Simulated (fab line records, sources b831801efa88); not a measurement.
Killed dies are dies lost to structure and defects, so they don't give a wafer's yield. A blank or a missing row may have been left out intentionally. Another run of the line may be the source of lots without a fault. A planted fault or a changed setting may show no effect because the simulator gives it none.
fab line records	flow sky130
record lots=6	wafers=18	last_day=50
route steps=708 shown LOCAL_INTERCONNECT@405 CONTACT@406 PAD_OPEN@708
lots that met no fault: taken from a fault-free run of the same line
start_h: the number of hours between the record's first day and the start of the first shown wafer of the lot	wait_h: how many hours have passed since the lot's step before this one	" as in the row above	L1.1+2: one row covering several wafers at once	- value missing, or start not given	* or withheld: withheld	< > ~ a bound
route shown NAME@n: names a module that has steps shown in the file, with the first one's number in the route	usual: mean/standard deviation of fault-free wafers	same: alike in all rows	chamber/n: place in a boat	sites: readings site by site	_std_site: how widely they spread, as a standard deviation	_edge_site: inner sites' mean taken away from outer sites' mean	radius_mm: for every site, how far away it sits from the centre of the wafer	mask NAME#n: copy n	behind: the last tool/chamber to shape the wafer	hold: why the lot went on hold/how many hours it stayed there/how the hold came to an end	device: transistor that didn't switch, given as n, p or np	end of line: at the end of the route, the tests of the same wafers	a step given without rows: its recipe and nothing more	killed: dies that structure and defects cost at the first sort, which is not the same as the wafer's yield	map: dies across one wafer; x = killed, . = not, _ = none there
set.NAME: setting as actually run; set.NAME@STEP: the setting as run at that earlier step	model.NAME: the simulator's own value behind a step, which no gauge read
lots at selected steps of the route; one table per step, one row per wafer
services: a tool's chamber out of use, with start hour (start_h, from the record's first day; less than 0 if before it), hours out, and reason
## steps
# step SKY_LOCAL_INTERCONNECT_CLEAN_18
# recipe chemistry=O3/DIW	dry=n2_spin
# step SKY_CONTACT_CVD_00
# recipe material=Si3N4	target_thk_nm=75	temp_c=400	time_s=withheld	rf_w=450
# usual heater_power_w=746/79
lot.wafer	tool	chamber	start_h	wait_h	heater_power_w
L804.3	pecvd-03	1	729.29	0.0	728
L804.5	"	0	"	"	741
L804.6	"	1	"	"	721
L811.1	pecvd-04	0	788.03	0.0	909
L811.2	"	1	"	"	824
L811.3	"	2	"	"	701
L818.2	pecvd-03	1	843.20	0.0	685
L818.4	"	0	"	"	765
L818.5	"	2	"	"	815
L819.1	pecvd-04	0	851.00	0.0	916
L819.2	"	2	"	"	612
L819.4	"	2	"	"	595
L821.2	pecvd-01	0	864.87	0.0	687
L821.4	"	1	"	"	604
L821.5	"	0	"	"	694
L823.1	pecvd-03	0	872.71	0.0	776
L823.4	"	0	"	"	774
L823.5	"	1	"	"	604
# step SKY_CONTACT_THK_MEAS_01
# recipe reads=Si3N4_of_CONTACT_CVD_00
# usual CONTACT_CVD_00_THK=74.8/1
lot.wafer	tool	chamber	start_h	wait_h	CONTACT_CVD_00_THK[nm]
L804.3	film_metro-01	-	729.35	-	74.7
L804.5	"	-	"	"	74.9
L804.6	"	-	"	"	76.1
L811.1	film_metro-04	-	788.07	-	74.5
L811.2	"	-	"	"	74.7
L811.3	"	-	"	"	73.0
L818.2	film_metro-01	-	843.25	-	75.8
L818.4	"	-	"	"	76.4
L818.5	"	-	"	"	76.3
L819.1	film_metro-01	-	851.05	-	73.8
L819.2	"	-	"	"	73.2
L819.4	"	-	"	"	74.0
L821.2	film_metro-01	-	864.91	-	74.4
L821.4	"	-	"	"	74.2
L821.5	"	-	"	"	75.6
L823.1	film_metro-04	-	872.75	-	74.6
L823.4	"	-	"	"	75.0
L823.5	"	-	"	"	75.4
# step SKY_CONTACT_HDPCVD_02
# recipe material=SiO2	target_thk_nm=565	sigma_open_frac=0.3	time_s=94.2	temp_c=600	sih4_flow_sccm=60	pressure_mtorr=6
# step SKY_CONTACT_THK_MEAS_03
# recipe reads=SiO2_of_CONTACT_HDPCVD_02
# usual CONTACT_HDPCVD_THK=565/5
lot.wafer	tool	chamber	start_h	wait_h	CONTACT_HDPCVD_THK[nm]
L804.3	film_metro-01	-	729.47	0.1	567
L804.5	"	-	"	"	570
L804.6	"	-	"	"	555
L811.1	film_metro-03	-	788.19	0.0	564
L811.2	"	-	"	"	571
L811.3	"	-	"	"	555
L818.2	film_metro-04	-	843.38	0.0	569
L818.4	"	-	"	"	563
L818.5	"	-	"	"	568
L819.1	film_metro-03	-	851.18	0.0	553
L819.2	"	-	"	"	561
L819.4	"	-	"	"	564
L821.2	film_metro-04	-	865.04	0.0	569
L821.4	"	-	"	"	559
L821.5	"	-	"	"	566
L823.1	film_metro-01	-	872.88	0.0	569
L823.4	"	-	"	"	569
L823.5	"	-	"	"	576
# step SKY_CONTACT_CMP_04
# recipe material=SiO2	down_force_psi=4	platen_rpm=60	pad_velocity_m_s=0.94248
# usual motor_current_A=12.0/1.3	time_to_endpoint_s=84/3.5
lot.wafer	tool	chamber	start_h	wait_h	motor_current_A	time_to_endpoint_s
L804.3	cmp-01	1	729.56	0.1	12.3	84
L804.6	"	0	"	"	12.0	83
L804.5	"	1	"	"	12.3	87
L811.1	cmp-02	3	788.25	0.1	14.1	82
L811.3	"	1	"	"	13.2	81
L811.2	"	2	"	"	10.9	84
L818.4	cmp-02	0	843.43	0.0	11.7	81
L818.2	"	3	"	"	14.1	78
L818.5	"	1	"	"	13.4	81
L819.1	cmp-01	2	851.24	0.1	11.0	76
L819.2	"	3	"	"	11.3	80
L819.4	"	1	"	"	12.3	80
L821.2	cmp-01	2	865.09	0.0	10.8	84
L821.4	"	1	"	"	12.2	79
L821.5	"	2	"	"	10.9	83
L823.1	cmp-02	2	872.94	0.1	11.3	82
L823.4	"	0	"	"	10.5	80
L823.5	"	3	"	"	14.5	84
# step SKY_CONTACT_BOW_MEAS_05
# recipe mode=bow
# usual CONTACT_BOW=79/6.6
lot.wafer	tool	chamber	start_h	wait_h	CONTACT_BOW[um]
L804.3	film_metro-01	-	729.85	0.2	73
L804.5	"	-	"	"	81
L804.6	"	-	"	"	78
L811.1	film_metro-01	-	788.55	0.2	83
L811.2	"	-	"	"	92
L811.3	"	-	"	"	86
L818.2	film_metro-01	-	843.75	0.1	70
L818.4	"	-	"	"	69
L818.5	"	-	"	"	69
L819.1	film_metro-03	-	851.54	0.2	84
L819.2	"	-	"	"	84
L819.4	"	-	"	"	93
L821.2	film_metro-01	-	865.41	0.3	74
L821.4	"	-	"	"	91
L821.5	"	-	"	"	90
L823.1	film_metro-01	-	873.24	0.2	86
L823.4	"	-	"	"	85
L823.5	"	-	"	"	82
# step SKY_CONTACT_DEHYDRATE_06
# recipe temp_c=200	time_s=60
# step SKY_CONTACT_HMDS_07
# recipe prime_time_s=60	prime_temp_c=120
# step SKY_CONTACT_COAT_08
# recipe resist=BARC	temp_c=withheld	time_s=withheld	spin_rpm=3000	resist_thk_nm=60
# step SKY_CONTACT_COAT_09
# recipe resist=KrF-thick	spin_rpm=3000	resist_thk_nm=450
# step SKY_CONTACT_SOFTBAKE_10
# recipe temp_c=100	time_s=90	resist=KrF-thick
# step SKY_CONTACT_EXPOSE_11
# recipe mask_id=CTM1	na=0.8	source_shape=annular	sigma_inner=0.55	sigma_outer=0.85	target_cd_nm=170	dose_mj=38
# usual exposure_dose_mJ_cm2=38.00/0.036
# same sigma_outer=0.85
lot.wafer	tool	chamber	start_h	wait_h	mask	exposure_dose_mJ_cm2
L804.3	krf_scanner-01	0	744.70	-	CTM1#0	37.95
L804.5	"	0	"	"	CTM1#0	38.05
L804.6	"	0	"	"	CTM1#0	37.96
L811.1	krf_scanner-01	0	803.04	-	CTM1#0	37.97
L811.2	"	0	"	"	CTM1#0	38.00
L811.3	"	0	"	"	CTM1#0	38.00
L818.2	krf_scanner-01	0	857.66	-	CTM1#0	38.05
L818.4	"	0	"	"	CTM1#0	37.99
L818.5	"	0	"	"	CTM1#0	38.00
L819.1	krf_scanner-01	0	864.35	-	CTM1#0	37.99
L819.2	"	0	"	"	CTM1#0	37.97
L819.4	"	0	"	"	CTM1#0	37.98
L821.2	krf_scanner-02	0	878.95	-	CTM1#0	37.97
L821.4	"	0	"	"	CTM1#0	37.92
L821.5	"	0	"	"	CTM1#0	38.01
L823.1	krf_scanner-02	0	887.23	-	CTM1#0	38.03
L823.4	"	0	"	"	CTM1#0	37.99
L823.5	"	0	"	"	CTM1#0	37.98
# step SKY_CONTACT_PEB_12
# recipe peb_temp_c=withheld	peb_time_s=withheld	resist=KrF-thick
# step SKY_CONTACT_DEVELOP_13
# recipe develop_time_s=60	resist=KrF-thick	dev_temp_c=21
# step SKY_CONTACT_CD_MEAS_14
# recipe target_cd_nm=170
# usual cd_nm=170.1/1.5
lot.wafer	tool	chamber	start_h	wait_h	cd_nm
L804.3	cd_sem-01	-	757.19	-	166.5
L804.5	"	-	"	"	168.8
L804.6	"	-	"	"	168.4
L811.1	cd_sem-02	-	815.80	-	171.9
L811.2	"	-	"	"	173.1
L811.3	"	-	"	"	172.1
L818.2	cd_sem-01	-	870.52	-	129.7
L818.4	"	-	"	"	155.2
L818.5	"	-	"	"	152.4
L819.1	cd_sem-02	-	877.40	-	162.6
L819.2	"	-	"	"	158.6
L819.4	"	-	"	"	157.6
L821.2	cd_sem-01	-	890.87	-	169.1
L821.4	"	-	"	"	170.3
L821.5	"	-	"	"	168.7
L823.1	cd_sem-02	-	899.21	-	172.5
L823.4	"	-	"	"	171.6
L823.5	"	-	"	"	172.0
# step SKY_CONTACT_OVL_MEAS_15
# usual CONTACT_OVL=-1/5.5
lot.wafer	tool	chamber	start_h	wait_h	CONTACT_OVL[nm]
L804.3	overlay-01	-	757.28	0.1	-8
L804.5	"	-	"	"	-14
L804.6	"	-	"	"	-8
L811.1	overlay-01	-	815.92	0.1	-9
L811.2	"	-	"	"	-1
L811.3	"	-	"	"	-6
L818.2	overlay-02	-	870.63	0.1	-4
L818.4	"	-	"	"	3
L818.5	"	-	"	"	2
L819.1	overlay-02	-	877.52	0.1	2
L819.2	"	-	"	"	2
L819.4	"	-	"	"	3
L821.2	overlay-02	-	890.98	0.1	3
L821.4	"	-	"	"	-1
L821.5	"	-	"	"	2
L823.1	overlay-01	-	899.33	0.1	-1
L823.4	"	-	"	"	2
L823.5	"	-	"	"	-1
# step SKY_CONTACT_ETCH_16
# recipe chemistry=N2/H2	target=BARC	ion_energy_ev=192.3	source_w=500	bias_w=100	pressure_mtorr=30	n2_flow_sccm=100	h2_flow_sccm=200	stop_on=SiO2	time_s=45.9	target_depth_a=600
# usual drypump_motor_current_A=5.6/0.49	oes_product_au=0.855/0.0044	throttle_valve_pct=13.224/0.0088
lot.wafer	tool	chamber	start_h	wait_h	drypump_motor_current_A	oes_product_au	rf_hours_counter_h	throttle_valve_pct	model.CONTACT.cd_nm
L804.3	rie_diel-02	3	757.31	0.0	6.5	0.857	6	13.224	165.4
L804.5	"	3	"	"	6.5	0.843	-	13.216	167.5
L804.6	"	0	"	"	5.1	0.859	-	13.215	168.3
L811.1	rie_diel-02	3	815.96	0.0	6.5	0.850	7	13.223	171.2
L811.2	"	1	"	"	5.1	0.864	2	13.222	173.4
L811.3	"	2	"	"	5.5	0.845	29	13.226	172.8
L818.2	rie_diel-01	1	870.66	0.0	5.7	0.847	10	13.223	130.2
L818.4	"	0	"	"	6.0	0.858	23	13.221	154.2
L818.5	"	0	"	"	6.0	0.854	-	13.230	151.5
L819.1	rie_diel-01	1	877.56	0.0	5.7	0.856	10	13.212	162.8
L819.2	"	0	"	"	6.0	0.861	23	13.238	157.4
L819.4	"	2	"	"	5.9	0.847	6	13.221	156.9
L821.2	rie_diel-01	1	891.01	0.0	5.7	0.855	10	13.221	168.7
L821.4	"	0	"	"	6.0	0.853	24	13.233	168.9
L821.5	"	0	"	"	6.0	0.856	-	13.214	168.3
L823.1	rie_diel-03	2	899.37	0.0	4.7	0.856	21	13.228	171
L823.4	"	1	"	"	5.6	0.850	26	13.218	171.6
L823.5	"	2	"	"	4.7	0.849	-	13.231	170.7
# step SKY_CONTACT_ETCH_17
# recipe target=SiO2	chemistry=C4F8/O2/Ar	stop_on=Si3N4	mask_material=KrF-thick	source_w=1500	bias_w=1200	pressure_mtorr=40	c4f8_flow_sccm=withheld	O2_flow_sccm=6	Ar_flow_sccm=300	time_s=withheld	target_depth_a=3400
# usual oes_product_au=0.892/0.0051
lot.wafer	tool	chamber	start_h	wait_h	oes_product_au
L804.3	rie_diel-02	3	757.35	0.0	0.886
L804.5	"	3	"	"	0.896
L804.6	"	0	"	"	0.882
L811.1	rie_diel-02	3	816.00	0.0	0.895
L811.2	"	1	"	"	0.882
L811.3	"	2	"	"	0.893
L818.2	rie_diel-01	1	870.70	0.0	0.893
L818.4	"	0	"	"	0.891
L818.5	"	0	"	"	0.888
L819.1	rie_diel-01	1	877.60	0.0	0.892
L819.2	"	0	"	"	0.884
L819.4	"	2	"	"	0.899
L821.2	rie_diel-01	1	891.05	0.0	0.898
L821.4	"	0	"	"	0.891
L821.5	"	0	"	"	0.890
L823.1	rie_diel-03	2	899.41	0.0	0.887
L823.4	"	1	"	"	0.910
L823.5	"	2	"	"	0.895
# step SKY_CONTACT_ETCH_18
# recipe target=Si3N4	chemistry=CHF3/O2	stop_on=TiN	source_w=600	bias_w=200	pressure_mtorr=40	chf3_flow_sccm=50	O2_flow_sccm=5	time_s=39	target_depth_a=750
# usual drypump_motor_current_A=5.6/0.49	oes_product_au=0.853/0.0081	throttle_valve_pct=8.793/0.009
lot.wafer	tool	chamber	start_h	wait_h	drypump_motor_current_A	oes_product_au	rf_hours_counter_h	throttle_valve_pct	model.CONTACT.cd_nm
L804.3	rie_diel-02	3	-	-	6.5	0.854	6	8.803	165.6
L804.5	"	3	"	"	6.5	0.853	-	8.795	167.7
L804.6	"	0	"	"	5.1	0.863	-	8.792	168.1
L811.1	rie_diel-02	3	-	-	6.6	0.848	7	8.798	171.8
L811.2	"	1	"	"	5.1	0.848	2	8.794	173
L811.3	"	2	"	"	5.5	0.839	29	8.777	172.4
L818.2	rie_diel-01	1	-	-	5.7	0.860	10	8.793	129.9
L818.4	"	0	"	"	6.0	0.858	23	8.802	154.2
L818.5	"	0	"	"	6.0	0.858	-	8.792	151.2
L819.1	rie_diel-01	1	-	-	5.7	0.849	10	8.799	162.6
L819.2	"	0	"	"	6.0	0.848	23	8.784	157.4
L819.4	"	2	"	"	5.9	0.844	6	8.794	156.7
L821.2	rie_diel-01	1	-	-	5.7	0.846	10	8.815	168.3
L821.4	"	0	"	"	6.0	0.850	24	8.787	168.8
L821.5	"	0	"	"	6.0	0.853	-	8.797	168.3
L823.1	rie_diel-03	2	-	-	4.6	0.856	21	8.785	170.7
L823.4	"	1	"	"	5.6	0.859	26	8.801	171.1
L823.5	"	2	"	"	4.7	0.851	-	8.782	170.6
# step SKY_CONTACT_STRIP_19
# recipe chemistry=O2/N2	power_w=1400	pressure_mtorr=1500	platen_temp_c=withheld	o2_flow_sccm=3000	n2_flow_sccm=300	overash_fraction=0.5
# usual drypump_motor_current_A=5.7/0.51	oes_product_au=0.381/0.0053	strip_time_to_endpoint_s=3.620/0.027
lot.wafer	tool	chamber	start_h	wait_h	drypump_motor_current_A	oes_product_au	rf_hours_counter_h	strip_time_to_endpoint_s
L804.3	plasma_asher-02	0	757.47	-	6.3	0.379	-	3.620
L804.5	"	1	"	"	6.1	0.384	-	3.629
L804.6	"	0	"	"	6.3	0.379	-	3.594
L811.1	plasma_asher-04	1	816.09	-	5.4	0.388	71	3.671
L811.2	"	0	"	"	5.0	0.376	71	3.637
L811.3	"	0	"	"	5.0	0.376	-	3.633
L818.2	plasma_asher-04	0	870.79	-	5.0	0.384	77	3.603
L818.4	"	1	"	"	5.4	0.381	-	3.681
L818.5	"	0	"	"	5.0	0.383	-	3.640
L819.1	plasma_asher-04	0	877.69	-	5.0	0.379	78	3.605
L819.2	"	1	"	"	5.4	0.377	78	3.614
L819.4	"	0	"	"	5.0	0.366	-	3.629
L821.2	plasma_asher-04	0	891.14	-	5.0	0.380	79	3.617
L821.4	"	1	"	"	5.4	0.392	-	3.648
L821.5	"	0	"	"	5.0	0.380	-	3.633
L823.1	plasma_asher-04	0	899.50	-	5.0	0.380	80	3.594
L823.4	"	0	"	"	5.0	0.372	-	3.625
L823.5	"	0	"	"	5.0	0.379	-	3.629
# step SKY_PAD_OPEN_PROBE_99
# usual killed_at_M0_to_M3=44/7.4	killed_at_M4_up=3.2/1.8	killed_at_contacts=25/5.2	killed_at_front_end=15/4.5	killed_at_other=0.2/0.43	killed_dies=87/9.6	killed_open=48/7.6	killed_short=40/5.7
# same gross_dies=492	killed_at_back_side=0
lot.wafer	tool	chamber	start_h	wait_h	killed_at_M0_to_M3	killed_at_M4_up	killed_at_contacts	killed_at_front_end	killed_at_other	killed_dies	killed_open	killed_short
L804.3	prober-02	-	1093.44	0.2	52	4	25	18	0	99	61	38
L804.5	prober-02	-	1093.54	0.2	41	3	29	18	0	91	52	39
L804.6	prober-02	-	1093.59	0.2	56	4	14	11	0	85	44	41
L811.1	prober-01	-	1139.53	0.1	48	3	28	10	0	89	51	38
L811.2	prober-01	-	1139.58	0.1	38	2	28	14	0	82	36	46
L811.3	prober-01	-	1139.63	0.2	52	2	16	8	0	78	52	26
L818.2	prober-02	-	1173.78	0.1	62	5	396	16	1	480	80	45
L818.4	prober-02	-	1173.88	0.2	46	4	33	6	0	89	42	47
L818.5	prober-02	-	1173.93	0.2	47	3	33	18	0	101	56	40
L819.1	prober-01	-	1179.35	0.1	53	4	25	9	0	91	44	47
L819.2	prober-01	-	1179.40	0.1	61	5	40	12	0	118	65	53
L819.4	prober-01	-	1179.50	0.2	66	4	30	13	0	113	63	49
L821.2	prober-01	-	1188.07	0.1	30	3	23	15	0	71	35	36
L821.4	prober-01	-	1188.17	0.2	44	2	24	18	0	88	49	39
L821.5	prober-01	-	1188.22	0.2	38	6	27	11	0	82	49	33
L823.1	prober-01	-	1194.23	0.1	33	3	19	14	0	69	32	37
L823.4	prober-01	-	1194.38	0.2	44	2	27	20	1	94	50	44
L823.5	prober-01	-	1194.43	0.2	42	3	18	21	0	84	45	39
# killed by level:class
L804.3 VIA1:geometric_particle:open=13 CONTACT:geometric_particle:open=12 VIA3:geometric_particle:open=10 LI_CONTACT:geometric_particle:open=7 METAL2:geometric_particle:short=7 POLY_GATE:geometric_particle:open=5 METAL1:geometric_particle:short=5 FIELD_ISO:geometric_particle:open=4
L804.5 CONTACT:geometric_particle:open=14 VIA1:geometric_particle:open=9 METAL2:geometric_particle:short=7 VIA3:geometric_particle:open=7 FIELD_ISO:geometric_particle:short=5 FIELD_ISO:geometric_particle:open=5 METAL1:geometric_particle:short=5 POLY_GATE:geometric_particle:open=5
L804.6 METAL1:geometric_particle:short=10 VIA1:geometric_particle:open=9 VIA2:geometric_particle:open=8 VIA3:geometric_particle:open=7 METAL2:geometric_particle:short=6 CONTACT:geometric_particle:open=5 FIELD_ISO:geometric_particle:short=4 METAL3:geometric_particle:short=4
L811.1 VIA1:geometric_particle:open=14 CONTACT:geometric_particle:short=10 CONTACT:geometric_particle:open=7 METAL2:geometric_particle:short=6 VIA2:geometric_particle:open=6 LI_CONTACT:geometric_particle:open=5 METAL1:geometric_particle:open=5 VIA3:geometric_particle:open=5
L811.2 CONTACT:geometric_particle:open=7 VIA1:geometric_particle:open=7 LI_CONTACT:geometric_particle:open=6 LOCAL_INTERCONNECT:geometric_particle:short=6 VIA2:geometric_particle:open=6 CONTACT:geometric_particle:short=5 METAL1:geometric_particle:short=5 METAL2:geometric_particle:short=5
L811.3 VIA1:geometric_particle:open=12 VIA2:geometric_particle:open=11 LI_CONTACT:geometric_particle:open=8 VIA3:geometric_particle:open=8 FIELD_ISO:geometric_particle:open=5 METAL1:geometric_particle:short=5 METAL2:geometric_particle:short=4 CONTACT:geometric_particle:open=3
L818.2 CONTACT:area_expose=355 CONTACT:geometric_particle:open=23 VIA1:geometric_particle:open=20 VIA2:geometric_particle:open=14 POLY_GATE:geometric_particle:open=7 LI_CONTACT:geometric_particle:open=7 VIA1:geometric_particle:short=7 METAL2:geometric_particle:short=6
L818.4 VIA1:geometric_particle:open=12 CONTACT:geometric_particle:short=10 CONTACT:geometric_particle:open=9 LI_CONTACT:geometric_particle:open=7 VIA3:geometric_particle:open=6 VIA3:geometric_particle:short=5 VIA1:geometric_particle:short=5 METAL2:geometric_particle:short=5
L818.5 VIA1:geometric_particle:open=12 CONTACT:geometric_particle:open=10 LI_CONTACT:geometric_particle:open=8 METAL2:geometric_particle:short=7 VIA2:geometric_particle:open=6 VIA3:geometric_particle:open=6 POLY_GATE:geometric_particle:short=5 METAL1:geometric_particle:short=5
L819.1 CONTACT:geometric_particle:open=11 METAL1:geometric_particle:short=10 VIA1:geometric_particle:open=8 VIA3:geometric_particle:open=7 LOCAL_INTERCONNECT:geometric_particle:short=5 METAL2:geometric_particle:short=5 CONTACT:geometric_particle:short=5 VIA2:geometric_particle:short=5
L819.2 VIA1:geometric_particle:open=13 VIA2:geometric_particle:open=11 CONTACT:geometric_particle:open=10 VIA1:geometric_particle:short=10 LOCAL_INTERCONNECT:geometric_particle:short=8 VIA3:geometric_particle:open=8 LI_CONTACT:geometric_particle:open=7 CONTACT:geometric_particle:short=6
L819.4 VIA1:geometric_particle:open=17 CONTACT:geometric_particle:open=12 VIA3:geometric_particle:short=10 METAL2:geometric_particle:short=9 LI_CONTACT:geometric_particle:open=8 VIA2:geometric_particle:open=8 VIA3:geometric_particle:open=7 LOCAL_INTERCONNECT:geometric_particle:short=6
L821.2 CONTACT:geometric_particle:open=10 METAL1:geometric_particle:short=7 POLY_GATE:geometric_particle:short=6 VIA1:geometric_particle:open=6 VIA2:geometric_particle:open=5 LOCAL_INTERCONNECT:geometric_particle:short=5 FIELD_ISO:geometric_particle:open=4 CONTACT:geometric_particle:short=4
L821.4 CONTACT:geometric_particle:open=12 VIA1:geometric_particle:open=8 POLY_GATE:geometric_particle:open=6 METAL1:geometric_particle:short=6 VIA2:geometric_particle:open=6 CONTACT:geometric_particle:short=5 METAL2:geometric_particle:short=5 FIELD_ISO:geometric_particle:short=4
L821.5 LI_CONTACT:geometric_particle:open=10 VIA1:geometric_particle:open=9 CONTACT:geometric_particle:open=8 VIA3:geometric_particle:open=7 METAL2:geometric_particle:short=5 METAL4:geometric_particle:short=5 LOCAL_INTERCONNECT:geometric_particle:short=4 METAL1:geometric_particle:short=4
L823.1 METAL1:geometric_particle:short=8 CONTACT:geometric_particle:open=7 FIELD_ISO:geometric_particle:short=5 VIA1:geometric_particle:open=5 VIA2:geometric_particle:open=5 VIA3:geometric_particle:open=5 LI_CONTACT:geometric_particle:open=4 POLY_GATE:geometric_particle:short=3
L823.4 CONTACT:geometric_particle:open=10 VIA1:geometric_particle:open=9 FIELD_ISO:geometric_particle:short=8 FIELD_ISO:geometric_particle:open=7 METAL3:geometric_particle:short=7 LI_CONTACT:geometric_particle:open=6 CONTACT:geometric_particle:short=6 VIA2:geometric_particle:open=6
L823.5 POLY_GATE:geometric_particle:open=9 VIA1:geometric_particle:short=7 VIA1:geometric_particle:open=7 METAL1:geometric_particle:short=6 METAL2:geometric_particle:short=6 LOCAL_INTERCONNECT:geometric_particle:short=5 LI_CONTACT:geometric_particle:open=4 VIA3:geometric_particle:open=4
## services
tool	chamber	start_h	hours	kind
rie_diel-01	-	706.14	0.7	repair
cmp-02	-	706.49	1.0	repair
plasma_asher-04	-	708.31	4.0	pm
pecvd-04	2	709.42	11.7	repair
cmp-02	-	712.49	3.5	repair
cmp-02	-	737.79	1.6	repair
krf_scanner-01	-	745.39	1.3	pm
cmp-01	-	751.93	1.5	repair
cmp-02	-	757.99	4.8	pm
rie_diel-02	-	772.54	2.8	pm
rie_diel-02	3	778.03	3.1	repair
krf_scanner-01	-	785.91	1.0	pm
krf_scanner-01	-	806.27	0.8	pm
plasma_asher-04	-	807.57	1.1	repair
rie_diel-01	1	810.01	7.8	repair
cmp-02	-	810.78	4.0	pm
cmp-02	-	820.42	0.6	repair
rie_diel-01	1	827.06	4.0	repair
krf_scanner-01	-	841.32	3.6	pm
krf_scanner-01	-	848.33	3.0	pm
plasma_asher-04	-	876.46	0.5	repair
krf_scanner-01	-	885.21	2.7	repair
plasma_asher-04	-	887.07	1.9	repair
krf_scanner-01	-	887.92	4.4	pm
## key
first_sign step=SKY_CONTACT_CD_MEAS_14	reading=cd_nm	direction=down	sigmas=11	usual=170.1	struck=152.7
effect step=SKY_PAD_OPEN_PROBE_99	reading=killed_at_contacts	direction=up	sigmas=13	usual=25	struck=93	wafers_moved=2
model_effect step=SKY_CONTACT_ETCH_16	value=CONTACT.cd_nm	without=170.3	struck=152.2
model_effect step=SKY_CONTACT_ETCH_18	value=CONTACT.cd_nm	without=170.1	struck=152
more_kills_born_at SKY_CONTACT_EXPOSE_11@krf_scanner-01=362
met_at SKY_CONTACT_EXPOSE_11
struck_wafers L818.2,L818.4,L818.5,L819.1,L819.2,L819.4
later_rows_left_out L818.2
tester_left_out L818,L819
onset_between 803.04 857.66
fault kind=process_parameter_drift	tool=krf_scanner-01	chamber=-	onset_h=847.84	steps=SKY_CONTACT_EXPOSE_11	channel=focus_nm	offset=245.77	spread_by_wafer=0.3	shape=step	end_h=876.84
# tester_left_out: of these lots the tester's yield and bins aren't shown, on N5 and GAA mostly nor the transistor test; their killed dies are dies lost to structure and defects alone, not to doping, threshold or leakage, so they don't give the yield
# later_rows_left_out: the simulator's readings of these wafers behind a module that went badly wrong aren't trusted and aren't shown, but for the sort
